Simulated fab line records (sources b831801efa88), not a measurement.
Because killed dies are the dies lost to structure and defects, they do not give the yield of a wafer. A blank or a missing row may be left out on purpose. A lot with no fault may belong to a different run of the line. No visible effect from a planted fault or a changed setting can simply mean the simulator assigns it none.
fab line records	flow sky130	part 1 of 2: steps 1 to 33 of 45
record lots=5	wafers=15	last-day=50
route steps=708 shown VT_ADJUST_LVTN@117 VT_ADJUST_NCORE@119 VT_ADJUST_HVTR@131 VT_ADJUST_PCH@143 SONOS_TUNNEL@154
lots with no fault: from the same line, run without faults
start-h: start of the lot's first displayed wafer, in hours after the record's first day	wait-h: hours from the lot's prior step to this one	" as in the row above	L1.1+2: a row that stands for several wafers	- no value, or no start was given	* or withheld: withheld	< > ~ a bound
route shown NAME@n: names a module that has steps shown in the file, with the first one's number in the route	usual: the fault-free wafers' mean and standard deviation	same: alike in all rows	chamber/n: place in a boat	sites: the reading at each site	_std_site: the values' standard deviation	_edge_site: the outer-site mean with the inner-site mean subtracted	radius-mm: for every site, how far away it sits from the centre of the wafer	mask NAME#n: copy n	behind: tool/chamber where the wafer was last shaped	hold: cause of the lot's hold/its duration in hours/its outcome	device: the transistor (n, p or np) that didn't switch	end of line: the same wafers' tests at the end of the route	step lacking rows: just its recipe	killed: dies lost to structure and defects at the first sort, not the wafer's yield	map: per-die view of a wafer (x killed, . not killed, _ where there is no die)
set.NAME: the setting the step ran with; set.NAME@STEP: the setting that earlier step ran with	model.NAME: the simulator's own value behind a step, which no gauge read
a table for each step, a row for each wafer; lots at some steps of the route
services: a tool's chamber out of use, with start hour (start-h, from the record's first day; less than 0 if before it), hours out, and reason
## steps
# step SKY_VT_ADJUST_LVTN_STRIP_20
# recipe chemistry=O2/N2	power-w=1400	pressure-mtorr=1500	platen-temp-c=withheld	o2-flow-sccm=3000	n2-flow-sccm=300	overash-fraction=0.5
# usual drypump-motor-current-A=5.7/0.39	n2-flow-sccm=300.1/0.89	o2-flow-sccm=3000/8.8	oes-product-au=0.716/0.0047	strip-time-to-endpoint-s=14.18/0.038
lot.wafer	tool	chamber	start-h	wait-h	drypump-motor-current-A	n2-flow-sccm	o2-flow-sccm	oes-product-au	rf-hours-counter-h	strip-time-to-endpoint-s
L084.3	plasma-asher-01	0	226.38	0.1	5.5	300.1	3012	0.710	-	14.21
L084.4	"	1	"	"	5.8	299.9	2990	0.712	-	14.15
L084.5	"	0	"	"	5.4	299.9	2995	0.707	-	14.19
L085.1	plasma-asher-01	1	235.00	0.1	5.8	299.1	3006	0.720	57	14.19
L085.4	"	1	"	"	5.9	300.0	3008	0.720	-	14.19
L085.6	"	1	"	"	5.8	300.0	3008	0.717	-	14.16
L092.1	plasma-asher-02	1	291.61	0.1	5.2	299.4	2998	0.722	17	14.18
L092.5	"	0	"	"	6.3	300.6	3007	0.708	-	14.13
L092.6	"	1	"	"	5.2	299.5	3006	0.716	-	14.13
L093.3	plasma-asher-02	1	292.48	0.1	5.2	302.1	3005	0.718	-	14.18
L093.4	"	0	"	"	6.3	298.7	2986	0.719	-	14.17
L093.6	"	0	"	"	6.3	300.9	2991	0.716	-	14.16
L097.1	plasma-asher-02	0	320.42	0.1	6.2	300.2	3024	0.709	20	14.19
L097.2	"	1	"	"	5.2	300.8	3007	0.710	20	14.16
L097.3	"	0	"	"	6.3	299.9	3001	0.715	-	14.19
# step SKY_VT_ADJUST_LVTN_TW_MEAS_21
# usual VT_ADJUST_LVTN_2_TW=186.5/0.96
lot.wafer	tool	chamber	start-h	wait-h	VT_ADJUST_LVTN_2_TW
L084.3	film-metro-02	-	226.47	0.1	187.3
L084.4	"	-	"	"	186.5
L084.5	"	-	"	"	185.8
L085.1	film-metro-03	-	235.10	0.1	188.2
L085.4	"	-	"	"	187.4
L085.6	"	-	"	"	187.4
L092.1	film-metro-02	-	291.71	0.1	186.1
L092.5	"	-	"	"	187.1
L092.6	"	-	"	"	187.7
L093.3	film-metro-04	-	292.57	0.1	185.7
L093.4	"	-	"	"	186.4
L093.6	"	-	"	"	186.2
L097.1	film-metro-04	-	320.52	0.1	188.3
L097.2	"	-	"	"	187.0
L097.3	"	-	"	"	187.1
# step SKY_VT_ADJUST_NCORE_DEHYDRATE_00
# recipe temp-c=200	time-s=60
# same time-s=60
lot.wafer	tool	chamber	start-h	wait-h
L084.3+4+5	litho-track-04	0	236.77	10.3
L085.1+4+6	litho-track-04	0	246.22	11.1
L092.1+5+6	litho-track-01	0	303.92	12.2
L093.3+4+6	litho-track-04	0	305.27	12.7
L097.1+2+3	litho-track-04	0	334.22	13.7
# step SKY_VT_ADJUST_NCORE_HMDS_01
# recipe prime-time-s=60	prime-temp-c=120
lot.wafer	tool	chamber	start-h	wait-h
L084.3+4+5	litho-track-04	0	236.92	0.1
L085.1+4+6	litho-track-04	0	246.37	0.1
L092.1+5+6	litho-track-01	0	304.07	0.1
L093.3+4+6	litho-track-04	0	305.42	0.1
L097.1+2+3	litho-track-04	0	334.37	0.1
# step SKY_VT_ADJUST_NCORE_COAT_02
# recipe resist=NOVOLAK	spin-rpm=3000	resist-thk-nm=1140
lot.wafer	tool	chamber	start-h	wait-h
L084.3+4+5	litho-track-04	0	237.07	0.1
L085.1+4+6	litho-track-04	0	246.52	0.1
L092.1+5+6	litho-track-01	0	304.22	0.1
L093.3+4+6	litho-track-04	0	305.57	0.1
L097.1+2+3	litho-track-04	0	334.52	0.1
# step SKY_VT_ADJUST_NCORE_SOFTBAKE_03
# recipe temp-c=90	time-s=60	resist=NOVOLAK
# same time-s=60
lot.wafer	tool	chamber	start-h	wait-h
L084.3+4+5	litho-track-04	0	237.22	0.1
L085.1+4+6	litho-track-04	0	246.67	0.1
L092.1+5+6	litho-track-01	0	304.37	0.1
L093.3+4+6	litho-track-04	0	305.72	0.1
L097.1+2+3	litho-track-04	0	334.67	0.1
# step SKY_VT_ADJUST_NCORE_EXPOSE_04
# recipe mask-id=LVTN_COMPLEMENT_THIN	na=0.6	source-shape=conventional	sigma-outer=0.6	polarization=unpolarized	target-cd-nm=380	dose-mj=139
lot.wafer	tool	chamber	start-h	wait-h	mask
L084.3+4+5	iline-stepper-01	0	-	-	LVTN_COMPLEMENT_THIN#0
L085.1+4+6	iline-stepper-01	0	-	-	LVTN_COMPLEMENT_THIN#0
L092.1+5+6	iline-stepper-01	0	-	-	LVTN_COMPLEMENT_THIN#0
L093.3+4+6	iline-stepper-01	0	-	-	LVTN_COMPLEMENT_THIN#0
L097.1+2+3	iline-stepper-02	0	-	-	LVTN_COMPLEMENT_THIN#0
# step SKY_VT_ADJUST_NCORE_PEB_05
# recipe temp-c=withheld	time-s=*	resist=NOVOLAK
# same time-s=*
lot.wafer	tool	chamber	start-h	wait-h
L084.3+4+5	litho-track-02	0	-	-
L085.1+4+6	litho-track-04	0	-	-
L092.1+5+6	litho-track-04	0	-	-
L093.3+4+6	litho-track-01	0	-	-
L097.1+2+3	litho-track-01	0	-	-
# step SKY_VT_ADJUST_NCORE_DEVELOP_06
# recipe resist=NOVOLAK	developer=TMAH	develop-time-s=60	dev-temp-c=23
lot.wafer	tool	chamber	start-h	wait-h
L084.3+4+5	litho-track-02	0	248.68	0.1
L085.1+4+6	litho-track-04	0	258.17	0.1
L092.1+5+6	litho-track-04	0	316.97	0.1
L093.3+4+6	litho-track-01	0	318.32	0.1
L097.1+2+3	litho-track-01	0	347.67	0.1
# step SKY_VT_ADJUST_NCORE_CD_MEAS_07
# recipe target-cd-nm=380
# usual cd-nm=381.7/2.8
lot.wafer	tool	chamber	start-h	wait-h	cd-nm
L084.3	cd-sem-01	-	248.82	0.1	379.7
L084.4	"	-	"	"	380.9
L084.5	"	-	"	"	380.3
L085.1	cd-sem-01	-	258.32	0.1	385.6
L085.4	"	-	"	"	383.4
L085.6	"	-	"	"	382.5
L092.1	cd-sem-02	-	317.12	0.1	380.2
L092.5	"	-	"	"	380.3
L092.6	"	-	"	"	382.0
L093.3	cd-sem-02	-	318.46	0.1	381.4
L093.4	"	-	"	"	384.5
L093.6	"	-	"	"	384.3
L097.1	cd-sem-02	-	347.82	0.1	377.3
L097.2	"	-	"	"	379.3
L097.3	"	-	"	"	377.8
# step SKY_VT_ADJUST_NCORE_OVL_MEAS_08
# usual VT_ADJUST_NCORE_OVL=0.3/1.6
lot.wafer	tool	chamber	start-h	wait-h	VT_ADJUST_NCORE_OVL[nm]
L084.3	overlay-02	-	248.91	0.1	1.4
L084.4	"	-	"	"	-1.3
L084.5	"	-	"	"	-1.9
L085.1	overlay-02	-	258.44	0.1	0.7
L085.4	"	-	"	"	0.7
L085.6	"	-	"	"	-1.7
L092.1	overlay-02	-	317.24	0.1	-1.4
L092.5	"	-	"	"	-1.1
L092.6	"	-	"	"	-0.1
L093.3	overlay-01	-	318.56	0.1	-2.1
L093.4	"	-	"	"	-0.6
L093.6	"	-	"	"	0.0
L097.1	overlay-01	-	347.94	0.1	-0.9
L097.2	"	-	"	"	0.0
L097.3	"	-	"	"	-0.1
# step SKY_VT_ADJUST_NCORE_IMPLANT_09
# recipe species=B	energy-kev=10	dose-cm2=2.4e+12	tilt-deg=withheld
# usual beam-energy-keV=10.000/0.0029
lot.wafer	tool	chamber	start-h	wait-h	beam-energy-keV
L084.3	implanter-03	0	248.99	0.1	9.9960
L084.4	"	0	"	"	10.001
L084.5	"	0	"	"	9.9986
L085.1	implanter-04	0	258.48	0.0	10.005
L085.4	"	0	"	"	9.9997
L085.6	"	0	"	"	10.002
L092.1	implanter-01	0	317.28	0.0	9.9985
L092.5	"	0	"	"	9.9997
L092.6	"	0	"	"	9.9967
L093.3	implanter-01	0	318.63	0.1	10.000
L093.4	"	0	"	"	9.9980
L093.6	"	0	"	"	9.9983
L097.1	implanter-01	0	347.98	0.0	9.9976
L097.2	"	0	"	"	9.9968
L097.3	"	0	"	"	9.9973
# step SKY_VT_ADJUST_NCORE_STRIP_10
# recipe chemistry=O2/N2	power-w=1400	pressure-mtorr=1500	platen-temp-c=withheld	o2-flow-sccm=3000	n2-flow-sccm=300	overash-fraction=0.5
# usual drypump-motor-current-A=5.4/0.4	n2-flow-sccm=300.0/0.92	o2-flow-sccm=3000/9.3	oes-product-au=0.716/0.0042	strip-time-to-endpoint-s=14.18/0.043
lot.wafer	tool	chamber	start-h	wait-h	drypump-motor-current-A	n2-flow-sccm	o2-flow-sccm	oes-product-au	rf-hours-counter-h	strip-time-to-endpoint-s
L084.3	plasma-asher-01	0	249.12	0.1	5.5	300.3	2996	0.717	-	14.18
L084.4	"	1	"	"	5.9	298.5	2991	0.712	-	14.18
L084.5	"	1	"	"	5.8	299.4	2988	0.715	-	14.21
L085.1	plasma-asher-02	1	258.63	0.1	5.2	299.4	2989	0.715	14	14.23
L085.4	"	1	"	"	5.2	300.3	3016	0.716	-	14.22
L085.6	"	0	"	"	6.3	298.8	2998	0.713	-	14.24
L092.1	plasma-asher-03	0	317.43	0.1	5.0	301.1	2997	0.714	48	14.16
L092.5	"	1	"	"	5.1	300.4	3014	0.719	-	14.17
L092.6	"	0	"	"	5.0	301.5	3004	0.714	-	14.13
L093.3	plasma-asher-01	1	318.76	0.1	5.8	301.4	2996	0.715	-	14.21
L093.4	"	0	"	"	5.5	299.3	3015	0.710	-	14.17
L093.6	"	0	"	"	5.5	298.7	3005	0.714	-	14.19
L097.1	plasma-asher-03	0	348.13	0.1	5.1	300.7	2998	0.714	52	14.16
L097.2	"	1	"	"	5.1	300.6	3018	0.712	52	14.14
L097.3	"	1	"	"	5.1	299.7	3003	0.712	-	14.18
# step SKY_VT_ADJUST_NCORE_TW_MEAS_11
# usual VT_ADJUST_NCORE_TW=218.0/1.3
lot.wafer	tool	chamber	start-h	wait-h	VT_ADJUST_NCORE_TW
L084.3	film-metro-04	-	249.21	0.1	217.6
L084.4	"	-	"	"	217.5
L084.5	"	-	"	"	218.4
L085.1	film-metro-04	-	258.73	0.1	217.9
L085.4	"	-	"	"	217.8
L085.6	"	-	"	"	217.5
L092.1	film-metro-03	-	317.53	0.1	219.8
L092.5	"	-	"	"	219.6
L092.6	"	-	"	"	219.4
L093.3	film-metro-01	-	318.85	0.1	214.5
L093.4	"	-	"	"	215.8
L093.6	"	-	"	"	215.9
L097.1	film-metro-01	-	348.23	0.1	218.0
L097.2	"	-	"	"	217.8
L097.3	"	-	"	"	217.3
# step SKY_VT_ADJUST_HVTR_DEHYDRATE_00
# recipe temp-c=200	time-s=60
# same time-s=60
lot.wafer	tool	chamber	start-h	wait-h
L084.3+4+5	litho-track-04	0	260.12	10.9
L085.1+4+6	litho-track-04	0	270.27	11.5
L092.1+5+6	litho-track-03	0	330.66	13.1
L093.3+4+6	litho-track-03	0	331.91	13.1
L097.1+2+3	litho-track-01	0	361.42	13.2
# step SKY_VT_ADJUST_HVTR_HMDS_01
# recipe prime-time-s=60	prime-temp-c=120
lot.wafer	tool	chamber	start-h	wait-h
L084.3+4+5	litho-track-04	0	260.27	0.1
L085.1+4+6	litho-track-04	0	270.42	0.1
L092.1+5+6	litho-track-03	0	330.81	0.1
L093.3+4+6	litho-track-03	0	332.06	0.1
L097.1+2+3	litho-track-01	0	361.57	0.1
# step SKY_VT_ADJUST_HVTR_COAT_02
# recipe resist=NOVOLAK	spin-rpm=3000	resist-thk-nm=1140
lot.wafer	tool	chamber	start-h	wait-h
L084.3+4+5	litho-track-04	0	260.42	0.1
L085.1+4+6	litho-track-04	0	270.57	0.1
L092.1+5+6	litho-track-03	0	330.96	0.1
L093.3+4+6	litho-track-03	0	332.21	0.1
L097.1+2+3	litho-track-01	0	361.72	0.1
# step SKY_VT_ADJUST_HVTR_SOFTBAKE_03
# recipe temp-c=90	time-s=60	resist=NOVOLAK
# same time-s=60
lot.wafer	tool	chamber	start-h	wait-h
L084.3+4+5	litho-track-04	0	260.57	0.1
L085.1+4+6	litho-track-04	0	270.72	0.1
L092.1+5+6	litho-track-03	0	331.11	0.1
L093.3+4+6	litho-track-03	0	332.36	0.1
L097.1+2+3	litho-track-01	0	361.87	0.1
# step SKY_VT_ADJUST_HVTR_EXPOSE_04
# recipe mask-id=HVTRM	target-cd-nm=380	na=0.6	source-shape=conventional	sigma-outer=0.6	dose-mj=150
lot.wafer	tool	chamber	start-h	wait-h	mask
L084.3+4+5	iline-stepper-02	0	-	-	HVTRM#0
L085.1+4+6	iline-stepper-02	0	-	-	HVTRM#0
L092.1+5+6	iline-stepper-01	0	-	-	HVTRM#0
L093.3+4+6	iline-stepper-01	0	-	-	HVTRM#0
L097.1+2+3	iline-stepper-02	0	-	-	HVTRM#0
# step SKY_VT_ADJUST_HVTR_PEB_05
# recipe temp-c=withheld	time-s=*	resist=NOVOLAK
# same time-s=*
lot.wafer	tool	chamber	start-h	wait-h
L084.3+4+5	litho-track-01	0	-	-
L085.1+4+6	litho-track-04	0	-	-
L092.1+5+6	litho-track-04	0	-	-
L093.3+4+6	litho-track-04	0	-	-
L097.1+2+3	litho-track-03	0	-	-
# step SKY_VT_ADJUST_HVTR_DEVELOP_06
# recipe develop-time-s=60	dev-temp-c=23
lot.wafer	tool	chamber	start-h	wait-h
L084.3+4+5	litho-track-01	0	272.67	0.1
L085.1+4+6	litho-track-04	0	282.87	0.1
L092.1+5+6	litho-track-04	0	344.62	0.1
L093.3+4+6	litho-track-04	0	345.67	0.1
L097.1+2+3	litho-track-03	0	375.66	0.1
# step SKY_VT_ADJUST_HVTR_CD_MEAS_07
# recipe target-cd-nm=380
# usual cd-nm=381.2/2.8
lot.wafer	tool	chamber	start-h	wait-h	cd-nm
L084.3	cd-sem-02	-	272.81	0.1	381.6
L084.4	"	-	"	"	382.9
L084.5	"	-	"	"	383.2
L085.1	cd-sem-01	-	283.02	0.1	378.0
L085.4	"	-	"	"	379.1
L085.6	"	-	"	"	378.5
L092.1	cd-sem-01	-	344.77	0.1	379.6
L092.5	"	-	"	"	376.0
L092.6	"	-	"	"	379.2
L093.3	cd-sem-02	-	345.81	0.1	383.1
L093.4	"	-	"	"	383.1
L093.6	"	-	"	"	384.3
L097.1	cd-sem-02	-	375.81	0.1	377.9
L097.2	"	-	"	"	381.2
L097.3	"	-	"	"	378.4
# step SKY_VT_ADJUST_HVTR_OVL_MEAS_08
# usual VT_ADJUST_HVTR_OVL=-0.1/1.4
lot.wafer	tool	chamber	start-h	wait-h	VT_ADJUST_HVTR_OVL[nm]
L084.3	overlay-01	-	272.91	0.1	-1.3
L084.4	"	-	"	"	1.4
L084.5	"	-	"	"	-0.5
L085.1	overlay-02	-	283.14	0.1	1.1
L085.4	"	-	"	"	1.5
L085.6	"	-	"	"	1.7
L092.1	overlay-02	-	344.89	0.1	0.7
L092.5	"	-	"	"	-0.2
L092.6	"	-	"	"	0.1
L093.3	overlay-02	-	345.90	0.1	0.3
L093.4	"	-	"	"	-0.1
L093.6	"	-	"	"	-0.8
L097.1	overlay-01	-	375.93	0.1	0.4
L097.2	"	-	"	"	-0.6
L097.3	"	-	"	"	-2.6
# step SKY_VT_ADJUST_HVTR_IMPLANT_09
# recipe species=B	energy-kev=10	dose-cm2=2.1e+12	tilt-deg=withheld
# usual beam-energy-keV=10.000/0.0032
lot.wafer	tool	chamber	start-h	wait-h	beam-energy-keV
L084.3	implanter-01	0	272.98	0.1	10.004
L084.4	"	0	"	"	10.007
L084.5	"	0	"	"	10.003
L085.1	implanter-01	0	283.18	0.0	9.999
L085.4	"	0	"	"	9.993
L085.6	"	0	"	"	9.996
L092.1	implanter-02	0	344.92	0.0	10.001
L092.5	"	0	"	"	10.001
L092.6	"	0	"	"	9.999
L093.3	implanter-01	0	345.97	0.1	9.996
L093.4	"	0	"	"	10.004
L093.6	"	0	"	"	9.998
L097.1	implanter-01	0	375.97	0.0	10.000
L097.2	"	0	"	"	10.001
L097.3	"	0	"	"	10.000
# step SKY_VT_ADJUST_HVTR_STRIP_10
# recipe chemistry=O2/N2	power-w=1400	pressure-mtorr=1500	platen-temp-c=withheld	o2-flow-sccm=3000	n2-flow-sccm=300	overash-fraction=0.5
# usual drypump-motor-current-A=5.6/0.5	n2-flow-sccm=299.9/0.77	o2-flow-sccm=3001/8.5	oes-product-au=0.716/0.0043	strip-time-to-endpoint-s=14.18/0.034
lot.wafer	tool	chamber	start-h	wait-h	drypump-motor-current-A	n2-flow-sccm	o2-flow-sccm	oes-product-au	rf-hours-counter-h	strip-time-to-endpoint-s
L084.3	plasma-asher-02	1	273.11	0.1	5.2	298.0	2995	0.719	-	14.19
L084.4	"	0	"	"	6.2	300.4	2992	0.716	-	14.22
L084.5	"	0	"	"	6.3	298.7	2986	0.720	-	14.18
L085.1	plasma-asher-04	0	283.33	0.1	6.0	300.9	3001	0.719	56	14.25
L085.4	"	0	"	"	6.0	300.2	3003	0.719	-	14.21
L085.6	"	0	"	"	6.0	299.9	3006	0.718	-	14.22
L092.1	plasma-asher-04	0	345.07	0.1	6.0	299.2	2994	0.726	62	14.17
L092.5	"	0	"	"	6.0	298.3	2994	0.713	-	14.19
L092.6	"	1	"	"	5.5	298.8	3007	0.708	-	14.14
L093.3	plasma-asher-02	1	346.11	0.1	5.2	300.1	3003	0.727	-	14.10
L093.4	"	0	"	"	6.2	300.1	2997	0.714	-	14.19
L093.6	"	1	"	"	5.2	299.0	3003	0.716	-	14.15
L097.1	plasma-asher-04	0	376.12	0.1	6.0	299.9	3011	0.718	65	14.15
L097.2	"	1	"	"	5.5	299.6	3002	0.709	65	14.08
L097.3	"	1	"	"	5.5	300.0	2989	0.713	-	14.13
# step SKY_VT_ADJUST_HVTR_TW_MEAS_11
# usual VT_ADJUST_HVTR_TW=209.7/0.98
lot.wafer	tool	chamber	start-h	wait-h	VT_ADJUST_HVTR_TW
L084.3	film-metro-03	-	273.20	0.1	211.1
L084.4	"	-	"	"	211.6
L084.5	"	-	"	"	211.3
L085.1	film-metro-02	-	283.43	0.1	208.7
L085.4	"	-	"	"	208.8
L085.6	"	-	"	"	208.4
L092.1	film-metro-01	-	345.17	0.1	209.0
L092.5	"	-	"	"	210.4
L092.6	"	-	"	"	208.7
L093.3	film-metro-01	-	346.19	0.1	209.5
L093.4	"	-	"	"	210.5
L093.6	"	-	"	"	209.0
L097.1	film-metro-02	-	376.22	0.1	208.4
L097.2	"	-	"	"	210.8
L097.3	"	-	"	"	209.1
# step SKY_VT_ADJUST_PCH_DEHYDRATE_00
# recipe temp-c=200	time-s=60
# same time-s=60
lot.wafer	tool	chamber	start-h	wait-h
L084.3+4+5	litho-track-04	0	285.02	11.8
L085.1+4+6	litho-track-03	0	294.16	10.7
L092.1+5+6	litho-track-02	0	358.83	13.6
L093.3+4+6	litho-track-02	0	360.13	13.9
L097.1+2+3	litho-track-04	0	390.02	13.8
# step SKY_VT_ADJUST_PCH_HMDS_01
# recipe prime-time-s=60	prime-temp-c=120
lot.wafer	tool	chamber	start-h	wait-h
L084.3+4+5	litho-track-04	0	285.17	0.1
L085.1+4+6	litho-track-03	0	294.31	0.1
L092.1+5+6	litho-track-02	0	358.98	0.1
L093.3+4+6	litho-track-02	0	360.28	0.1
L097.1+2+3	litho-track-04	0	390.17	0.1
# step SKY_VT_ADJUST_PCH_COAT_02
# recipe spin-rpm=2000	resist-thk-nm=3000
lot.wafer	tool	chamber	start-h	wait-h
L084.3+4+5	litho-track-04	0	285.32	0.1
L085.1+4+6	litho-track-03	0	294.46	0.1
L092.1+5+6	litho-track-02	0	359.13	0.1
L093.3+4+6	litho-track-02	0	360.43	0.1
L097.1+2+3	litho-track-04	0	390.32	0.1
# step SKY_VT_ADJUST_PCH_SOFTBAKE_03
# recipe temp-c=110	time-s=withheld
lot.wafer	tool	chamber	start-h	wait-h
L084.3+4+5	litho-track-04	0	285.49	0.1
L085.1+4+6	litho-track-03	0	294.61	0.1
L092.1+5+6	litho-track-02	0	359.28	0.1
L093.3+4+6	litho-track-02	0	360.60	0.1
L097.1+2+3	litho-track-04	0	390.47	0.1
# step SKY_VT_ADJUST_PCH_EXPOSE_04
# recipe mask-id=NWM	na=0.6	source-shape=conventional	sigma-outer=0.6	polarization=unpolarized	target-cd-nm=840	dose-mj=255
lot.wafer	tool	chamber	start-h	wait-h	mask
L084.3+4+5	iline-stepper-02	0	-	-	NWM#0
L085.1+4+6	iline-stepper-02	0	-	-	NWM#0
L092.1+5+6	iline-stepper-01	0	-	-	NWM#0
L093.3+4+6	iline-stepper-01	0	-	-	NWM#0
L097.1+2+3	iline-stepper-02	0	-	-	NWM#0
# step SKY_VT_ADJUST_PCH_PEB_05
# recipe temp-c=115	time-s=withheld
lot.wafer	tool	chamber	start-h	wait-h
L084.3+4+5	litho-track-02	0	-	-
L085.1+4+6	litho-track-02	0	-	-
L092.1+5+6	litho-track-03	0	-	-
L093.3+4+6	litho-track-02	0	-	-
L097.1+2+3	litho-track-03	0	-	-
# step SKY_VT_ADJUST_PCH_DEVELOP_06
# recipe wall-angle-deg=90	developer=TMAH	develop-time-s=60	dev-temp-c=23
lot.wafer	tool	chamber	start-h	wait-h
L084.3+4+5	litho-track-02	0	-	-
L085.1+4+6	litho-track-02	0	-	-
L092.1+5+6	litho-track-03	0	-	-
L093.3+4+6	litho-track-02	0	-	-
L097.1+2+3	litho-track-03	0	-	-
